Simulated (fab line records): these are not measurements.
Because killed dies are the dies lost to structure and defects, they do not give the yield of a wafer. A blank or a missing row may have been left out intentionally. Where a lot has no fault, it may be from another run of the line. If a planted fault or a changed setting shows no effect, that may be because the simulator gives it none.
Comparing a struck lot with a sound one -- flow sky130 -- 30 steps out of a route of 708
Sound: these wafers, L226.2, L226.3, L226.6. Wafers struck: L217.1, L217.2, L217.3. The cause comes at the end.
For every step that has rows: the tool of each side, followed by ch and its chambers, followed by its first start. Under that, the readings that differ: sound wafers -- struck wafers -- difference of the means -- sigmas: that difference in standard deviations of wafers without a fault.
alike: same words and numbers on both sides, and readings whose means sit less than 2 such deviations apart. not compared: any withheld reading, any reading some wafer has no value for, any bound like >300 that may hide the same value, and any number with overlapping values for which the record gives no deviation.
A row with sigmas, a row that says differs or no value, or rows on one side alone: a step with any of these is where the two part. Numbers that have no deviation but don't overlap get no sigmas and don't part them. A reading that every wafer of one side lacks parts them only if that side has two wafers or more.

SKY_METAL4_CD_MEAS_13: target cd 300 nm.
  sound: cd sem-01 at day 47 12:50; struck: cd sem-01 at day 45 18:02
  alike: cd nm
SKY_METAL4_OVL_MEAS_14:
  sound: overlay-01 at day 47 12:57; struck: overlay-01 at day 45 18:09
reading,sound,struck,difference,sigmas
METAL4_OVL (nm),5 -3 0,11 10 13,+11,+2
SKY_METAL4_DESCUM_15: chemistry O2, time 8 s.
  sound on rie metal-01 ch 0,1, day 47 12:59; struck on rie metal-01 ch 0,1, day 45 18:11
  alike: chamber pressure mTorr, drypump motor current A, oes product au
  not compared: rf hours counter h
SKY_METAL4_ETCH_16: etches BARC in N2/H2, stops on SiO2, time 88.2 s, target depth 60 nm.
  sound on rie metal-01 ch 0,1, day 47 13:01; struck on rie metal-01 ch 0,1, day 45 18:13
  alike: chamber pressure mTorr, drypump motor current A, oes product au, throttle valve pct
  not compared: rf hours counter h
SKY_METAL4_ETCH_17: etches SiO2 in C4F8/O2/Ar, stops on TiN, time 3.9 s, target depth 15 nm.
  sound on rie diel-01 ch 0,2,3, day 47 13:07; struck on rie diel-01 ch 1,2,3, day 45 18:19
  alike: chamber pressure mTorr, oes product au
  not compared: rf hours counter h
SKY_METAL4_METAL_ETCH_18: etches the open film in Cl2/BCl3, stops on SiO2, target depth 845 nm, time 183.1 s.
  sound on rie metal-03 ch 0,1, day 47 13:08; struck on rie metal-04 ch 0,1, day 45 18:20
  alike: chamber pressure mTorr, drypump motor current A, oes product au, throttle valve pct
  not compared: rf hours counter h
then, 5 steps without rows for these wafers: SKY_METAL4_STRIP_19 (strips in O2/N2); SKY_METAL4_STRIP_20 (strips in post etch residue remover, time 1200 s); SKY_METAL4_CLEAN_21 (cleans in IPA, time 180 s); SKY_METAL4_CLEAN_22 (cleans in O3/DIW); SKY_VIA4_HDPCVD_00 (deposits SiO2, target thk 1750 nm, time 291.7 s).
SKY_VIA4_THK_MEAS_01:
  sound: film metro-03 at day 47 14:05; struck: film metro-04 at day 45 19:20
  alike: VIA4_HDPCVD_THK
SKY_VIA4_CMP_02: polishes SiO2.
  sound on cmp-01 ch 0,1,2, day 47 14:14; struck on cmp-01 ch 1,2,3, day 45 19:23
  no value came back on the struck wafers for edge zone pressure frac, head pressure psi (psi), motor current A (A); on the sound wafers edge zone pressure frac reads 0.999 1.002 1.001
reading,sound,struck,difference,sigmas
model.SiO2_of_VIA4_HDPCVD_00.thk nm (nm),580 580.8 579.4,1737 1747 1761,+1168,
SKY_VIA4_BOW_MEAS_03:
  sound: film metro-04 at day 47 14:28; struck: film metro-04 at day 45 19:43
reading,sound,struck,difference,sigmas
VIA4_BOW (um),90 82 68,125 121 127,+44,+7
then, 7 steps without rows for these wafers: SKY_VIA4_DEHYDRATE_04 (time 60 s); SKY_VIA4_HMDS_05 (prime time 60 s); SKY_VIA4_COAT_06 (resist thk 1140 nm); SKY_VIA4_SOFTBAKE_07 (time 60 s); SKY_VIA4_EXPOSE_08 (exposes mask VIM4, target cd 800 nm); SKY_VIA4_PEB_09; SKY_VIA4_DEVELOP_10 (develop time 60 s).
SKY_VIA4_OVL_MEAS_11:
  sound: overlay-02 at day 48 09:44; struck: overlay-01 at day 46 15:26
  alike: VIA4_OVL
SKY_VIA4_ETCH_12: etches SiO2 in C4F8/O2/Ar, stops on TiN, target depth 580 nm.
  sound on rie diel-04 ch 0,2, day 48 09:46; struck on rie diel-04 ch 0,1,3, day 46 15:28
reading,sound,struck,difference,sigmas
oes product au (a.u.),0.930 0.920 0.919,1.608 1.593 1.624,+0.685,+99 or more
model.etch.depth nm (nm),580 580.8 579.4,648.5 642.2 652.7,+67.7,
model.VIA4.feature depth nm (nm),580 580.8 579.4,648.5 642.2 652.7,+67.7,
  alike: chamber pressure mTorr
SKY_VIA4_STRIP_13: strips in O2/N2.
  sound on plasma asher-02 ch 0, day 48 09:50; struck on plasma asher-02 ch 0,1, day 46 15:32
  alike: chamber pressure mTorr, drypump motor current A, oes product au, strip time to endpoint s
  not compared: rf hours counter h
then, 5 steps without rows for these wafers: SKY_VIA4_STRIP_14 (strips in post etch residue remover, time 1200 s); SKY_VIA4_CLEAN_15 (cleans in IPA, time 180 s); SKY_VIA4_CLEAN_16 (cleans in O3/DIW); SKY_VIA4_SPUTTER_17 (material TiN, target thk 20 nm, time 80 s); SKY_VIA4_CVD_18 (deposits W, target thk 505 nm, time 152.14 s).
SKY_VIA4_CMP_21: polishes, stops on SiO2, t overpolish 25 s, target thk 0 nm.
  sound on cmp-01 ch 0,2, day 48 10:50; struck on cmp-01 ch 0,1,2, day 46 16:32
reading,sound,struck,difference,sigmas
model.SiO2_of_VIA4_HDPCVD_00.thk nm (nm),574.5 575.3 574,1732 1741 1755,+1168,
  alike: edge zone pressure frac, head pressure psi, motor current A

== WHERE THEY PART ==
At SKY_METAL4_OVL_MEAS_14 first; at SKY_VIA4_ETCH_12 last (within this record only). Later steps at which nothing parts them and some readings are alike: SKY_VIA4_STRIP_13, SKY_VIA4_CMP_21.

WHY: the cause the simulator had injected
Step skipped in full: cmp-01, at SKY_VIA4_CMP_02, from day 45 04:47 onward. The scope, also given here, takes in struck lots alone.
